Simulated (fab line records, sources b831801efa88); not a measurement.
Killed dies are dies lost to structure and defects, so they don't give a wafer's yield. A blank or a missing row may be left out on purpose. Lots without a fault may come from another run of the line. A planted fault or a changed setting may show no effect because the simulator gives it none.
fab line records | flow sky130
record lots=6 wafers=17 last_day=51
route steps=708 shown CONTACT@423 METAL1@434 PAD_OPEN@708
lots that met no fault: from a run of the same line without faults
start_h: hours from the record's first day to the start of the lot's first wafer shown | wait_h: hours since the lot's step before | " the same as in the row above | L1.1+2: a row that stands for several wafers | - no value, or no start given | * or withheld: withheld | < > ~ a bound
route shown NAME@n: a module of which the file shows steps, and the number in the route of the first | usual: mean/standard deviation of fault-free wafers | same: alike in all rows | chamber/n: place in a boat | sites: the reading at each site | _std_site: their standard deviation | _edge_site: outer sites' mean less inner sites' | radius_mm: how far each site lies from the wafer's centre | mask NAME#n: copy n | behind: the tool/chamber that last shaped the wafer | hold: why the lot was held/for how many hours/how that ended | device: the transistor (n, p or np) that didn't switch | end of line: the same wafers' tests at the end of the route | a step without rows: its recipe alone | killed: dies lost to structure and defects at the first sort, not the wafer's yield | map: a wafer's dies, x killed, . not, _ none there
set.NAME: the setting as run; set.NAME@STEP: as run at that earlier step | model.NAME: the simulator's own value behind a step, which no gauge read
lots at some steps of the route; a table a step, a row a wafer
services: from which hour (start_h, from the record's first day; less than 0 if before it) a tool's chamber was out of use, for how many hours, and why
## steps
# step SKY_CONTACT_ETCH_17
# recipe target=SiO2 chemistry=C4F8/O2/Ar stop_on=Si3N4 mask_material=KrF-thick source_w=1500 bias_w=1200 pressure_mtorr=40 c4f8_flow_sccm=withheld O2_flow_sccm=6 Ar_flow_sccm=300 time_s=withheld target_depth_a=3400
# usual oes_product_au=0.892/0.0046
# columns lot.wafer tool chamber start_h wait_h oes_product_au
L652.4 rie_diel-02 3 811.56 0.0 0.881
L652.5 " 2 " " 0.892
L652.6 " 0 " " 0.886
L653.4 rie_diel-02 2 812.71 0.0 0.890
L653.5 " 0 " " 0.896
L653.6 " 3 " " 0.890
L663.2 rie_diel-02 1 887.55 0.0 0.893
L663.5 " 0 " " 0.894
L664.1 rie_diel-03 1 900.85 0.0 0.900
L664.4 " 0 " " 0.895
L664.5 " 1 " " 0.896
L666.1 rie_diel-04 2 910.81 0.0 0.895
L666.4 " 1 " " 0.892
L666.5 " 1 " " 0.893
L668.2 rie_diel-02 1 925.57 0.0 0.892
L668.4 " 1 " " 0.887
L668.6 " 2 " " 0.886
# step SKY_CONTACT_ETCH_18
# recipe target=Si3N4 chemistry=CHF3/O2 stop_on=TiN source_w=600 bias_w=200 pressure_mtorr=40 chf3_flow_sccm=50 O2_flow_sccm=5 time_s=39 target_depth_a=750
# step SKY_CONTACT_STRIP_19
# recipe chemistry=O2/N2 power_w=1400 pressure_mtorr=1500 platen_temp_c=withheld o2_flow_sccm=3000 n2_flow_sccm=300 overash_fraction=0.5
# step SKY_CONTACT_STRIP_20
# recipe chemistry=post_etch_residue_remover time_s=1200 temp_c=72.5
# step SKY_CONTACT_CLEAN_21
# recipe chemistry=IPA time_s=180 temp_c=25
# step SKY_CONTACT_CLEAN_22
# recipe chemistry=O3/DIW dry=n2_spin
# step SKY_CONTACT_SPUTTER_23
# recipe material=TiN target_thk_nm=20 chamber_pressure_pa=5 power_w=4000 time_s=80
# usual throttle_valve_pct=29.8/1.5
# columns lot.wafer tool chamber start_h wait_h throttle_valve_pct
L652.4 pvd_sputter-02 - 812.23 0.0 29.2
L652.5 " - " " 27.3
L652.6 " - " " 28.7
L653.4 pvd_sputter-03 - 813.38 0.0 29.7
L653.5 " - " " 28.1
L653.6 " - " " 31.6
L663.2 pvd_sputter-03 - 888.29 0.0 29.3
L663.5 " - " " 29.3
L664.1 pvd_sputter-02 - 901.55 0.0 28.8
L664.4 " - " " 33.1
L664.5 " - " " 29.1
L666.1 pvd_sputter-04 - 911.53 0.0 31.9
L666.4 " - " " 30.3
L666.5 " - " " 31.5
L668.2 pvd_sputter-03 - 926.29 0.0 31.3
L668.4 " - " " 29.4
L668.6 " - " " 31.5
# step SKY_CONTACT_CVD_24
# recipe material=W target_thk_nm=340 time_s=102.12 temp_c=400 pressure_torr=40
# usual heater_power_w=905/95
# columns lot.wafer tool chamber start_h wait_h heater_power_w
L652.4 cvd_w-02 0 812.33 0.1 819
L652.5 " 1 " " 1043
L652.6 " 0 " " 806
L653.4 cvd_w-01 1 813.48 0.1 901
L653.5 " 1 " " 890
L653.6 " 0 " " 817
L663.2 cvd_w-02 0 888.35 0.0 816
L663.5 " 1 " " 1071
L664.1 cvd_w-01 1 901.61 0.0 908
L664.4 " 0 " " 805
L664.5 " 1 " " 923
L666.1 cvd_w-01 1 911.59 0.0 916
L666.4 " 1 " " 903
L666.5 " 1 " " 869
L668.2 cvd_w-01 1 926.35 0.0 869
L668.4 " 1 " " 897
L668.6 " 0 " " 851
# step SKY_CONTACT_RS_MEAS_25
# recipe thk_meas_gauge=four-point-probe reads=W_of_CONTACT_CVD_24+TiN_of_CONTACT_SPUTTER_23
# usual CONTACT_W_RS=0.338/0.0036
# columns lot.wafer tool chamber start_h wait_h CONTACT_W_RS[ohm/sq]
L652.4 film_metro-03 - 812.46 0.1 0.341
L652.5 " - " " 0.341
L652.6 " - " " 0.343
L653.4 film_metro-02 - 813.61 0.1 0.343
L653.5 " - " " 0.335
L653.6 " - " " 0.339
L663.2 film_metro-03 - 888.48 0.1 0.342
L663.5 " - " " 0.339
L664.1 film_metro-04 - 901.72 0.1 0.332
L664.4 " - " " 0.338
L664.5 " - " " 0.338
L666.1 film_metro-03 - 911.70 0.1 0.338
L666.4 " - " " 0.337
L666.5 " - " " 0.340
L668.2 film_metro-04 - 926.48 0.1 0.336
L668.4 " - " " 0.345
L668.6 " - " " 0.340
# step SKY_CONTACT_THK_MEAS_26
# recipe thk_meas_gauge=xrf reads=W_of_CONTACT_CVD_24
# usual CONTACT_W_THK=358/4.9
# columns lot.wafer tool chamber start_h wait_h CONTACT_W_THK[nm]
L652.4 film_metro-03 - 812.55 0.1 357
L652.5 " - " " 357
L652.6 " - " " 354
L653.4 film_metro-02 - 813.70 0.1 351
L653.5 " - " " 359
L653.6 " - " " 355
L663.2 film_metro-03 - 888.59 0.1 355
L663.5 " - " " 356
L664.1 film_metro-04 - 901.84 0.1 363
L664.4 " - " " 356
L664.5 " - " " 355
L666.1 film_metro-03 - 911.82 0.1 356
L666.4 " - " " 358
L666.5 " - " " 356
L668.2 film_metro-04 - 926.59 0.1 361
L668.4 " - " " 351
L668.6 " - " " 356
# step SKY_CONTACT_CMP_27
# recipe stop_on=SiO2 t_overpolish_s=15 down_force_psi=3.5 platen_rpm=60 target_thk_nm=0 pad_velocity_m_s=0.94248
# usual motor_current_A=11.1/1.2 overpolish_run_s=15.001/0.0097 platen_rpm=60.00/0.035 retaining_ring_pressure_frac=0.999/0.005 slurry_filter_dp_kPa=13.52/0.13 time_to_endpoint_s=82.0/2.9
# columns lot.wafer tool chamber start_h wait_h motor_current_A overpolish_run_s platen_rpm retaining_ring_pressure_frac slurry_filter_dp_kPa time_to_endpoint_s
L652.4 cmp-01 3 812.63 0.1 10.2 15.014 60.04 1.003 13.58 84.3
L652.5 " 2 " " 12.3 15.003 60.05 0.998 13.44 81.9
L652.6 " 3 " " 10.2 15.012 60.10 1.001 13.51 82.2
L653.4 cmp-02 2 813.73 0.0 12.2 14.993 60.06 0.994 13.66 88.1
L653.5 " 2 " " 12.0 14.995 59.97 1.001 13.63 85.9
L653.6 " 3 " " 11.7 14.995 59.97 0.999 13.69 84.4
L663.2 cmp-02 0 888.64 0.0 9.5 14.993 60.00 0.999 13.47 77.2
L663.5 " 1 " " 12.2 14.977 60.01 0.995 13.73 77.8
L664.4 cmp-02 2 901.90 0.0 12.0 15.002 60.04 0.998 13.42 84.0
L664.1 " 3 " " 12.5 14.993 60.03 0.998 13.44 85.0
L664.5 " 2 " " 12.2 14.994 59.97 1.004 13.60 81.7
L666.1 cmp-02 1 911.93 0.1 12.7 14.996 59.99 1.005 13.64 82.7
L666.4 " 2 " " 11.6 15.003 60.02 0.998 13.51 85.9
L666.5 " 1 " " 12.7 15.008 60.03 0.999 13.67 81.4
L668.4 cmp-02 2 926.64 0.0 12.1 14.991 60.00 0.997 13.49 79.5
L668.2 " 3 " " 11.8 14.995 60.01 0.995 13.53 83.3
L668.6 " 3 " " 12.2 14.986 60.02 0.998 13.38 80.5
# step SKY_METAL1_SPUTTER_00
# recipe material=Ti target_thk_nm=15 power_w=3000 time_s=10 chamber_pressure_pa=0.4
# usual throttle_valve_pct=30.0/1.1
# columns lot.wafer tool chamber start_h wait_h throttle_valve_pct
L652.4 pvd_sputter-01 - 812.88 0.2 28.1
L652.5 " - " " 31.0
L652.6 " - " " 30.8
L653.4 pvd_sputter-04 - 814.03 0.2 30.7
L653.5 " - " " 30.9
L653.6 " - " " 30.4
L663.2 pvd_sputter-01 - 888.94 0.2 30.9
L663.5 " - " " 28.1
L664.1 pvd_sputter-01 - 902.22 0.2 29.9
L664.4 " - " " 28.1
L664.5 " - " " 28.2
L666.1 pvd_sputter-03 - 912.18 0.2 29.3
L666.4 " - " " 31.6
L666.5 " - " " 29.7
L668.2 pvd_sputter-04 - 926.94 0.2 30.5
L668.4 " - " " 31.5
L668.6 " - " " 31.5
# step SKY_METAL1_SPUTTER_01
# recipe material=TiN target_thk_nm=20 power_w=6500 time_s=16.7 chamber_pressure_pa=0.4
# usual throttle_valve_pct=30.0/1.1
# columns lot.wafer tool chamber start_h wait_h throttle_valve_pct model.TiN_of_METAL1_SPUTTER_01.thk_nm
L652.4 pvd_sputter-01 - 812.90 0.0 28.2 19.81
L652.5 " - " " 31.0 19.63
L652.6 " - " " 30.5 19.58
L653.4 pvd_sputter-04 - 814.05 0.0 30.8 19.8
L653.5 " - " " 30.6 20.07
L653.6 " - " " 30.5 19.89
L663.2 pvd_sputter-01 - 888.96 0.0 30.4 31.97
L663.5 " - " " 28.3 32.09
L664.1 pvd_sputter-01 - 902.24 0.0 30.3 20.23
L664.4 " - " " 28.0 20.11
L664.5 " - " " 28.1 31.9
L666.1 pvd_sputter-03 - 912.20 0.0 29.9 20.05
L666.4 " - " " 31.4 20.36
L666.5 " - " " 29.8 20.28
L668.2 pvd_sputter-04 - 926.96 0.0 30.7 19.84
L668.4 " - " " 31.8 20
L668.6 " - " " 31.6 19.91
# step SKY_METAL1_SPUTTER_02
# recipe material=AlCu target_thk_nm=250 power_w=10600 time_s=13.3 chamber_pressure_pa=0.4
# step SKY_PAD_OPEN_PROBE_99
# usual defect_limited_yield=82.3/1.8 killed_at_M0_to_M3=43/6.9 killed_at_M4_up=3.2/1.6 killed_at_contacts=25/5.1 killed_at_front_end=16/4.5 killed_at_other=0.3/0.68 killed_dies=87/8.9 killed_on_rim=16/3.6 killed_open=48/6.9 killed_short=39/6.3 sort_bin_3_pad_short=0.8/0.4 sort_bin_5_function=10.5/1.4 sort_bin_6_memory=6.4/1.1 sort_n_pass=405/8.9 sort_yield_pct=82.3/1.8
# same gross_dies=492 killed_at_back_side=0 sort_bin_4_leakage[%]=0 sort_bin_8_speed[%]=0
# columns lot.wafer tool chamber start_h wait_h defect_limited_yield[%] killed_at_M0_to_M3 killed_at_M4_up killed_at_contacts killed_at_front_end killed_at_other killed_dies killed_on_rim killed_open killed_short sort_bin_3_pad_short[%] sort_bin_5_function[%] sort_bin_6_memory[%] sort_n_pass sort_yield_pct[%]
L652.4 prober-01 - 1141.78 0.2 79.9 47 3 30 19 0 99 20 52 46 1.2 11.8 7.1 393 79.9
L652.5 prober-01 - 1141.83 0.2 80.9 54 7 24 9 0 94 22 52 42 0.6 10.2 8.3 398 80.9
L652.6 prober-01 - 1141.88 0.2 81.5 51 1 33 6 0 91 12 47 44 0.6 11.4 6.5 401 81.5
L653.4 prober-02 - 1142.10 0.2 80.1 49 5 26 18 0 98 12 51 47 1.6 11.0 7.3 394 80.1
L653.5 prober-02 - 1142.15 0.2 82.7 40 3 31 10 1 85 16 53 32 0.6 9.8 6.9 407 82.7
L653.6 prober-02 - 1142.20 0.2 83.3 44 2 23 13 0 82 20 51 31 0.8 9.8 6.1 410 83.3
L663.2 prober-02 - 1196.02 0.1 84.6 38 5 23 10 0 76 13 43 33 0.8 8.9 5.7 416 84.6
L666.1 prober-01 - 1212.65 0.1 82.7 37 2 24 22 0 85 16 45 40 0.2 8.3 8.7 407 82.7
L666.4 prober-01 - 1212.80 0.2 84.6 37 0 21 18 0 76 9 43 32 1.0 10.2 4.3 416 84.6
L666.5 prober-01 - 1212.85 0.2 85.8 39 1 23 7 0 70 5 40 30 0.8 9.3 4.1 422 85.8
L668.2 prober-01 - 1220.77 0.1 82.7 48 0 26 11 0 85 19 56 28 0.4 10.4 6.5 407 82.7
L668.4 prober-01 - 1220.87 0.2 82.1 46 2 26 14 0 88 15 42 45 0.8 12.8 4.3 404 82.1
L668.6 prober-01 - 1220.97 0.2 81.3 46 2 24 20 0 92 14 54 38 0.2 12.6 5.9 400 81.3
# killed by level:class
L652.4 CONTACT:geometric_particle:open=11 VIA1:geometric_particle:open=11 LOCAL_INTERCONNECT:geometric_particle:short=6 METAL1:geometric_particle:short=6 POLY_GATE:geometric_particle:short=6 VIA1:geometric_particle:short=6 POLY_GATE:geometric_particle:open=5 METAL2:geometric_particle:short=5
L652.5 VIA1:geometric_particle:open=17 METAL1:geometric_particle:short=7 CONTACT:geometric_particle:open=7 CONTACT:geometric_particle:short=6 VIA1:geometric_particle:short=6 METAL2:geometric_particle:short=5 LI_CONTACT:geometric_particle:open=5 VIA2:geometric_particle:open=5
L652.6 CONTACT:geometric_particle:open=13 VIA1:geometric_particle:open=10 LI_CONTACT:geometric_particle:open=8 VIA1:geometric_particle:short=8 VIA2:geometric_particle:open=7 CONTACT:geometric_particle:short=6 METAL2:geometric_particle:short=6 VIA2:geometric_particle:short=5
L653.4 VIA1:geometric_particle:open=13 LI_CONTACT:geometric_particle:open=9 FIELD_ISO:geometric_particle:short=7 VIA2:geometric_particle:open=7 CONTACT:geometric_particle:open=7 METAL2:geometric_particle:short=7 METAL1:geometric_particle:short=6 FIELD_ISO:geometric_particle:open=5
L653.5 CONTACT:geometric_particle:open=16 VIA1:geometric_particle:open=10 VIA3:geometric_particle:open=7 LI_CONTACT:geometric_particle:open=6 VIA1:geometric_particle:short=5 VIA2:geometric_particle:open=5 CONTACT:geometric_particle:short=4 VIA2:geometric_particle:short=4
L653.6 VIA1:geometric_particle:open=11 LI_CONTACT:geometric_particle:open=10 CONTACT:geometric_particle:open=8 VIA2:geometric_particle:open=7 VIA3:geometric_particle:open=7 FIELD_ISO:geometric_particle:short=4 METAL2:geometric_particle:short=4 POLY_GATE:geometric_particle:short=3
L663.2 CONTACT:geometric_particle:open=10 VIA1:geometric_particle:open=7 VIA2:geometric_particle:open=7 METAL1:geometric_particle:short=6 VIA3:geometric_particle:open=6 POLY_GATE:geometric_particle:short=5 LI_CONTACT:geometric_particle:open=5 LOCAL_INTERCONNECT:geometric_particle:short=3
L666.1 CONTACT:geometric_particle:open=11 FIELD_ISO:geometric_particle:short=9 LI_CONTACT:geometric_particle:open=6 VIA2:geometric_particle:open=6 VIA2:geometric_particle:short=6 VIA1:geometric_particle:open=5 VIA3:geometric_particle:open=5 FIELD_ISO:geometric_particle:open=4
L666.4 LI_CONTACT:geometric_particle:open=10 VIA1:geometric_particle:open=8 VIA1:geometric_particle:short=6 VIA2:geometric_particle:open=6 CONTACT:geometric_particle:open=5 METAL1:geometric_particle:short=5 VIA3:geometric_particle:open=4 SONOS_ONO:geometric_particle:open=4
L666.5 CONTACT:geometric_particle:open=9 VIA3:geometric_particle:open=9 VIA1:geometric_particle:open=7 METAL2:geometric_particle:short=5 FIELD_ISO:geometric_particle:short=4 CONTACT:geometric_particle:short=4 LI_CONTACT:geometric_particle:open=4 LI_CONTACT:geometric_particle:short=3
L668.2 LI_CONTACT:geometric_particle:open=12 VIA1:geometric_particle:open=12 VIA3:geometric_particle:open=9 VIA2:geometric_particle:open=7 CONTACT:geometric_particle:open=7 METAL2:geometric_particle:short=6 POLY_GATE:geometric_particle:short=4 VIA1:geometric_particle:short=4
L668.4 VIA3:geometric_particle:open=8 CONTACT:geometric_particle:open=8 VIA1:geometric_particle:short=8 VIA2:geometric_particle:open=7 VIA1:geometric_particle:open=7 CONTACT:geometric_particle:short=6 LI_CONTACT:geometric_particle:open=6 METAL2:geometric_particle:short=5
L668.6 VIA2:geometric_particle:open=9 CONTACT:geometric_particle:open=9 VIA1:geometric_particle:open=9 METAL2:geometric_particle:short=9 VIA3:geometric_particle:open=9 FIELD_ISO:geometric_particle:open=6 CONTACT:geometric_particle:short=6 LOCAL_INTERCONNECT:geometric_particle:short=5
## services
# columns tool chamber start_h hours kind
rie_diel-04 0 794.59 3.2 repair
rie_diel-02 1 810.69 11.2 repair
cmp-01 - 813.45 2.8 repair
rie_diel-03 2 820.37 - clean
rie_diel-03 3 831.16 6.0 repair
rie_diel-03 1 831.94 8.2 repair
cmp-02 - 851.84 4.1 pm
rie_diel-04 2 866.07 10.3 repair
pvd_sputter-04 - 867.48 2.8 repair
rie_diel-03 1 868.48 3.6 repair
cvd_w-02 - 904.00 14.0 pm
cvd_w-02 0 904.00 14.0 vent_cycle
cvd_w-02 1 904.00 14.0 vent_cycle
rie_diel-02 0 904.76 2.7 repair
cvd_w-02 1 909.33 2.8 repair
cmp-02 - 909.76 1.3 repair
cmp-01 - 912.02 4.0 pm
rie_diel-04 1 917.45 14.3 repair
cvd_w-02 0 918.00 - clean
cvd_w-02 1 918.00 - clean
rie_diel-03 - 919.30 4.3 pm
rie_diel-04 3 921.34 4.2 repair
cvd_w-02 - 923.24 28.1 pm
rie_diel-02 0 924.94 3.0 repair
## key
first_sign none at tools or gauges
model_effect step=SKY_METAL1_SPUTTER_01 value=TiN_of_METAL1_SPUTTER_01.thk_nm without=20.26 struck=31.99
met_at SKY_METAL1_SPUTTER_01
struck_wafers L663.2,L663.5,L664.5
onset_between 812.90 888.96
fault kind=process_parameter_drift tool=pvd_sputter-01 chamber=- onset_h=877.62 steps=SKY_METAL1_SPUTTER_01 channel=target_thk_nm offset=11.729 shape=step end_h=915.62 scope=struck_wafers_only acts_in=these_recipes_only stated=20
